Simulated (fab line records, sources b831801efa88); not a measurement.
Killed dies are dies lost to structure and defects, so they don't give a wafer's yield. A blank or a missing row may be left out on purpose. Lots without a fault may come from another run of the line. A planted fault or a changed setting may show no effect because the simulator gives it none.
fab line records | flow gf180mcu
record lots=15 wafers=45 last_day=34
route steps=602 shown V4@498 MIM@505
lots that met no fault: from a run of the same line without faults
start_h: hours from the record's first day to the start of the lot's first wafer shown | wait_h: hours since the lot's step before | " the same as in the row above | L1.1+2: a row that stands for several wafers | - no value, or no start given | * or withheld: withheld | < > ~ a bound
route shown NAME@n: a module of which the file shows steps, and the number in the route of the first | usual: mean/standard deviation of fault-free wafers | same: alike in all rows | chamber/n: place in a boat | sites: the reading at each site | _std_site: their standard deviation | _edge_site: outer sites' mean less inner sites' | radius_mm: how far each site lies from the wafer's centre | mask NAME#n: copy n | behind: the tool/chamber that last shaped the wafer | hold: why the lot was held/for how many hours/how that ended | device: the transistor (n, p or np) that didn't switch | end of line: the same wafers' tests at the end of the route | a step without rows: its recipe alone | killed: dies lost to structure and defects at the first sort, not the wafer's yield | map: a wafer's dies, x killed, . not, _ none there
set.NAME: the setting as run; set.NAME@STEP: as run at that earlier step | model.NAME: the simulator's own value behind a step, which no gauge read
steps of the route over a sample of lots; a table a step, a row a wafer
services: from which hour (start_h, from the record's first day; less than 0 if before it) a tool's chamber was out of use, for how many hours, and why
## steps
# step GF_V4_SPUTTER_22
# recipe material=TiN target_thk_nm=10 chamber_pressure_pa=5 power_w=4000 time_s=40
# usual cathode_dc_power_W=4000.0/0.69 chamber_pressure_pa=4.999/0.01 throttle_valve_pct=30.4/1.3
# columns lot.wafer tool chamber start_h wait_h cathode_dc_power_W chamber_pressure_pa throttle_valve_pct
L461.1 pvd_sputter-03 - 559.19 0.0 4000.3 4.981 29.2
L461.3 " - " " 4000.5 4.987 32.7
L461.4 " - " " 3999.8 4.994 30.0
L462.1 pvd_sputter-03 - 571.25 0.0 4001.4 4.990 30.4
L462.3 " - " " 4000.0 5.013 30.0
L462.4 " - " " 3999.4 4.993 32.8
L466.2 pvd_sputter-02 - 608.44 0.0 4000.0 4.993 31.0
L466.5 " - " " 3999.7 5.004 28.8
L466.6 " - " " 3999.8 5.009 31.0
L467.3 pvd_sputter-02 - 614.64 0.0 4000.2 5.007 30.1
L467.5 " - " " 4000.0 5.005 30.5
L467.6 " - " " 3999.9 4.999 29.0
L468.4 pvd_sputter-03 - 623.36 0.0 4000.3 5.011 32.8
L468.5 " - " " 4000.0 4.984 30.2
L468.6 " - " " 4000.2 5.001 29.2
L469.1 pvd_sputter-03 - 628.34 0.0 4000.2 4.999 30.6
L469.2 " - " " 3999.4 4.993 29.9
L469.4 " - " " 4000.2 5.016 29.2
L470.1 pvd_sputter-02 - 642.17 0.0 3998.6 5.001 30.3
L470.3 " - " " 4000.4 5.004 31.0
L470.6 " - " " 4000.2 5.014 29.1
L471.1 pvd_sputter-03 - 644.47 0.0 4000.3 5.010 30.3
L471.5 " - " " 4000.9 4.998 29.0
L471.6 " - " " 4001.0 5.005 30.3
L474.3 pvd_sputter-03 - 666.42 0.0 3999.8 4.984 33.1
L474.4 " - " " 3999.5 5.020 29.3
L474.5 " - " " 4000.5 4.996 33.1
L475.3 pvd_sputter-01 - 682.65 0.0 4000.7 5.008 29.3
L475.5 " - " " 3998.2 5.000 28.6
L475.6 " - " " 3999.3 4.983 29.2
L476.2 pvd_sputter-03 - 686.86 0.0 4000.8 5.016 30.2
L476.3 " - " " 4000.3 5.013 30.6
L476.5 " - " " 3999.0 4.994 32.9
L477.1 pvd_sputter-01 - 689.29 0.0 3999.6 4.998 29.4
L477.2 " - " " 3999.9 5.008 30.6
L477.3 " - " " 4000.5 4.990 29.1
L479.1 pvd_sputter-03 - 701.31 0.0 4000.1 5.004 32.9
L479.2 " - " " 3999.9 5.009 30.2
L479.5 " - " " 3999.0 4.996 32.7
L483.1 pvd_sputter-03 - 724.13 0.0 3999.6 4.989 32.6
L483.2 " - " " 4000.6 5.003 30.3
L483.3 " - " " 3999.4 5.008 28.9
L484.1 pvd_sputter-03 - 727.24 0.0 4000.0 5.013 30.3
L484.3 " - " " 3999.6 5.007 29.0
L484.5 " - " " 4000.2 5.000 29.1
# step GF_MIM_SPUTTER_02
# recipe material=AlCu target_thk_nm=450 power_w=10600 time_s=23.9 chamber_pressure_pa=0.4
# usual cathode_dc_power_W=10600/2 chamber_pressure_pa=0.4001/0.00079 throttle_valve_pct=30.1/1.1
# columns lot.wafer tool chamber start_h wait_h cathode_dc_power_W chamber_pressure_pa throttle_valve_pct
L461.1 pvd_sputter-04 - 559.96 0.0 10599 0.4001 29.1
L461.3 " - " " 10601 0.3998 31.0
L461.4 " - " " 10604 0.3991 30.3
L462.1 pvd_sputter-01 - 572.01 0.0 10599 0.4013 30.2
L462.3 " - " " 10597 0.4013 29.0
L462.4 " - " " 10600 0.4001 29.4
L466.2 pvd_sputter-01 - 609.61 0.0 10598 0.3996 28.3
L466.5 " - " " 10601 0.3993 29.0
L466.6 " - " " 10603 0.4008 29.3
L467.3 pvd_sputter-03 - 615.40 0.0 10603 0.4004 30.1
L467.5 " - " " 10598 0.4009 30.0
L467.6 " - " " 10600 0.3991 32.6
L468.4 pvd_sputter-04 - 624.10 0.0 10601 0.4010 28.8
L468.5 " - " " 10599 0.4012 30.6
L468.6 " - " " 10599 0.4010 31.2
L469.1 pvd_sputter-04 - 629.10 0.0 10604 0.3999 30.2
L469.2 " - " " 10599 0.3995 31.3
L469.4 " - " " 10597 0.4004 28.8
L470.1 pvd_sputter-04 - 642.94 0.0 10600 0.3998 29.0
L470.3 " - " " 10599 0.4004 30.2
L470.6 " - " " 10600 0.3999 28.7
L471.1 pvd_sputter-01 - 645.41 0.0 10600 0.4000 30.2
L471.5 " - " " 10600 0.3989 29.3
L471.6 " - " " 10599 0.4006 30.5
L474.3 pvd_sputter-01 - 667.19 0.0 10600 0.3989 30.4
L474.4 " - " " 10600 0.4010 28.8
L474.5 " - " " 10600 0.4008 29.4
L475.3 pvd_sputter-04 - 683.42 0.0 - - -
L475.5 " - " " - - -
L475.6 " - " " - - -
L476.2 pvd_sputter-03 - 687.62 0.0 - - -
L476.3 " - " " - - -
L476.5 " - " " - - -
L477.1 pvd_sputter-03 - 690.06 0.0 - - -
L477.2 " - " " - - -
L477.3 " - " " - - -
L479.1 pvd_sputter-04 - 702.07 0.0 10602 0.4000 28.9
L479.2 " - " " 10598 0.3999 31.2
L479.5 " - " " 10599 0.3999 31.2
L483.1 pvd_sputter-04 - 724.89 0.0 10596 0.4002 29.0
L483.2 " - " " 10599 0.4007 31.0
L483.3 " - " " 10602 0.4018 31.2
L484.1 pvd_sputter-03 - 728.01 0.0 10596 0.4002 30.5
L484.3 " - " " 10602 0.4005 30.0
L484.5 " - " " 10603 0.4004 33.1
# step GF_MIM_SPUTTER_07
# recipe material=TiN target_thk_nm=60 power_w=6500 time_s=50 chamber_pressure_pa=0.3928
# usual cathode_dc_power_W=6499.8/1.3 chamber_pressure_pa=0.3929/0.00074 throttle_valve_pct=29.9/1.2
# columns lot.wafer tool chamber start_h wait_h cathode_dc_power_W chamber_pressure_pa throttle_valve_pct
L461.1 pvd_sputter-01 - 560.14 0.1 6498.8 0.3937 29.3
L461.3 " - " " 6501.6 0.3922 28.3
L461.4 " - " " 6500.3 0.3929 29.3
L462.1 pvd_sputter-04 - 572.19 0.1 6502.2 0.3920 30.6
L462.3 " - " " 6498.9 0.3935 31.2
L462.4 " - " " 6499.0 0.3928 29.1
L466.2 pvd_sputter-01 - 609.79 0.0 6500.0 0.3921 29.0
L466.5 " - " " 6501.0 0.3925 28.8
L466.6 " - " " 6500.4 0.3921 30.7
L467.3 pvd_sputter-01 - 615.58 0.0 6499.6 0.3912 28.9
L467.5 " - " " 6497.3 0.3929 28.6
L467.6 " - " " 6500.9 0.3940 30.4
L468.4 pvd_sputter-01 - 624.28 0.0 6499.1 0.3921 30.3
L468.5 " - " " 6500.2 0.3924 29.4
L468.6 " - " " 6500.4 0.3933 29.0
L469.1 pvd_sputter-01 - 629.29 0.1 6498.9 0.3926 29.2
L469.2 " - " " 6500.2 0.3920 30.6
L469.4 " - " " 6500.2 0.3950 29.6
L470.1 pvd_sputter-01 - 643.12 0.1 6500.9 0.3936 30.6
L470.3 " - " " 6503.1 0.3918 28.6
L470.6 " - " " 6498.7 0.3933 29.5
L471.1 pvd_sputter-03 - 645.60 0.1 6499.7 0.3929 32.8
L471.5 " - " " 6500.7 0.3909 30.2
L471.6 " - " " 6499.2 0.3920 30.6
L474.3 pvd_sputter-04 - 667.37 0.0 6498.4 0.3928 31.0
L474.4 " - " " 6498.9 0.3918 31.3
L474.5 " - " " 6499.7 0.3925 28.9
L475.3 pvd_sputter-01 - 683.60 0.0 6497.6 0.3923 29.1
L475.5 " - " " 6498.5 0.3929 29.3
L475.6 " - " " 6502.9 0.3921 30.5
L476.2 pvd_sputter-04 - 687.82 0.0 6497.7 0.3945 31.2
L476.3 " - " " 6499.8 0.3930 28.9
L476.5 " - " " 6498.6 0.3937 31.1
L477.1 pvd_sputter-01 - 690.24 0.1 6502.7 0.3923 28.7
L477.2 " - " " 6500.8 0.3921 29.4
L477.3 " - " " 6498.5 0.3924 30.4
L479.1 pvd_sputter-01 - 702.25 0.1 6502.2 0.3926 29.0
L479.2 " - " " 6499.9 0.3927 30.4
L479.5 " - " " 6500.4 0.3934 28.4
L483.1 pvd_sputter-03 - 725.07 0.1 6501.3 0.3930 30.3
L483.2 " - " " 6500.0 0.3924 29.3
L483.3 " - " " 6499.4 0.3938 32.9
L484.1 pvd_sputter-01 - 728.19 0.1 6499.8 0.3927 28.8
L484.3 " - " " 6498.4 0.3941 30.3
L484.5 " - " " 6499.8 0.3952 29.3
## services
# columns tool chamber start_h hours kind
pvd_sputter-01 - 552.55 1.5 repair
pvd_sputter-01 - 607.61 1.4 repair
pvd_sputter-04 - 609.45 2.5 repair
pvd_sputter-03 - 632.72 5.4 repair
## key
first_sign step=GF_MIM_SPUTTER_02 reading=tool_record direction=missing
effect none on later readings
met_at GF_MIM_SPUTTER_02
struck_lots L475,L476,L477
later_rows_left_out L475.3,L475.5,L475.6,L476.2,L476.3,L476.5,L477.1,L477.2,L477.3
sort_left_out L475.3,L475.5,L475.6,L476.2,L476.3,L476.5,L477.1,L477.2,L477.3
not_acting_at GF_V4_SPUTTER_22,GF_MIM_SPUTTER_07
onset_between 642.94 683.42
fault kind=skipped_step_whole tool=pvd_sputter-03,pvd_sputter-04 chamber=- onset_h=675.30 steps=GF_MIM_SPUTTER_02 scope=struck_lots_only
# sort_left_out: the simulated sort isn't trusted on such a fault, so these wafers' sort isn't shown, and their yield isn't known
# later_rows_left_out: the simulator's readings of these wafers behind a module that went badly wrong aren't trusted and aren't shown, but for the sort
